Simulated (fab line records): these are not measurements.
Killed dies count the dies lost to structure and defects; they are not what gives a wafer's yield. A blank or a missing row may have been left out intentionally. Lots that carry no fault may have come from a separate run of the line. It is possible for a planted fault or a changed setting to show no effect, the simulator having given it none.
Chamber matching | flow sky130 | SKY_VIA3_CMP_02 on cmp-02 has 4 sister chambers
The step polishes SiO2. 16 wafers are shown with their chamber, then 8 later ones without.

WAFERS PAIRED WITH THEIR CHAMBERS
wafer  | chamber | motorCurrentA (A) | retainingRingPressureFrac
L793.1 | 2       | 13.6              | 1.005
L793.3 | 0       | 12.9              | 0.992
L793.5 | 1       | 12.3              | 0.998
L794.1 | 2       | 13.1              | 1.002
L794.5 | 0       | 12.2              | 0.998
L794.6 | 1       | 12.4              | 0.995
L797.2 | 3       | 12.1              | 1.001
L797.4 | 0       | 12.8              | 1.000
L797.6 | 3       | 12.0              | 0.997
L798.1 | 3       | 11.4              | 1.004
L798.2 | 2       | 14.1              | 0.997
L798.3 | 0       | 12.3              | 0.992
L803.1 | 3       | 11.7              | 1.006
L803.4 | 2       | 13.7              | 0.996
L803.6 | 1       | 12.5              | 0.998
L809.1 | 0       | 12.1              | 0.999

SIGNATURES (averages over the wafers above)
reading                   | chamber 0 | chamber 1 | chamber 2 | chamber 3 | scatter within a chamber
motorCurrentA             | 12.460    | 12.400    | 13.625    | 11.800    | 0.337
retainingRingPressureFrac | 0.99620   | 0.99700   | 1.00000   | 1.00200   | 0.00373
Rule: a wafer's distance from a chamber is the root of the sum, over the readings, of the square of ((its reading less the chamber's mean) divided by the reading's scatter). The wafer belongs to the nearest chamber; if the next one is less than 2 further off, it can't be placed. The scatter is the square root of a quotient: the sum, over the shown wafers, of each reading's squared deviation from its chamber's mean, divided by wafers minus chambers.

WAFERS MISSING THEIR CHAMBER
wafer  | motorCurrentA (A) | retainingRingPressureFrac
L809.4 | 11.5              | 1.005
L809.5 | 13.0              | 0.991
L810.2 | 12.6              | 1.000
L810.4 | 13.6              | 1.003
L810.5 | 12.0              | 0.994
L813.4 | 13.7              | 0.996
L813.5 | 13.5              | 1.003
L813.6 | 11.8              | 0.993

WHICH CHAMBER EACH WENT THROUGH
wafer  | from the rows above          | in truth
L809.4 | 3                            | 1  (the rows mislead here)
L809.5 | can't be placed: 0 or 1 or 2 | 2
L810.2 | can't be placed: 1 or 0 or 3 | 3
L810.4 | 2                            | 2
L810.5 | can't be placed: 1 or 0 or 3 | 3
L813.4 | 2                            | 2
L813.5 | 2                            | 2
L813.6 | can't be placed: 1 or 0 or 3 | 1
Correct placement for 3 of the 8. Cannot be placed on the basis of these rows: 4; the candidates contain the true chamber in 4. Wrongly placed: 1.
